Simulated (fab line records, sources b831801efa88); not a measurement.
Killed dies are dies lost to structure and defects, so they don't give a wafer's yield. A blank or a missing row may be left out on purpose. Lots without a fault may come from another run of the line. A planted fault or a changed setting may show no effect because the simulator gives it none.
Chamber matching | flow gf180mcu | GF_V2_ETCH_16 on rie_diel-01: 4 sister chambers
The step etches BARC in N2/H2. 4 wafers are shown with their chamber, then 6 later ones without.

WAFERS WITH THEIR CHAMBER
wafer  | chamber | drypump_motor_current_A (A)
L537.5 | 0       | 6.2
L539.4 | 3       | 6.4
L539.5 | 1       | 6.3
L539.6 | 2       | 5.4

WAFERS WITHOUT THEIR CHAMBER
wafer  | drypump_motor_current_A (A)
L542.2 | 5.3
L542.3 | 6.5
L542.6 | 5.3
L543.3 | 6.3
L543.5 | 5.4
L543.6 | 6.5

WHICH CHAMBER EACH WENT THROUGH
wafer  | from the rows above          | in truth
L542.2 | 2                            | 2
L542.3 | can't be placed: 3 or 1      | 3
L542.6 | 2                            | 2
L543.3 | can't be placed: 1 or 0 or 3 | 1
L543.5 | 2                            | 2
L543.6 | can't be placed: 3 or 1      | 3
Placed correctly: 3 of 6. Can't be placed from these rows: 3 (the true chamber is among the candidates in 3). Placed wrongly: 0.
How it was worked out, from the rows above alone: a wafer's distance from a chamber is the root of the sum, over the readings, of the square of ((its reading less the chamber's mean) divided by the reading's scatter). The wafer belongs to the nearest chamber; if the next one is less than 2 further off, it can't be placed. A chamber's mean is the mean of its shown wafers. The scatter: with one shown wafer a chamber, the root of the mean of the squares of how far each hidden wafer lies from its nearest shown one.
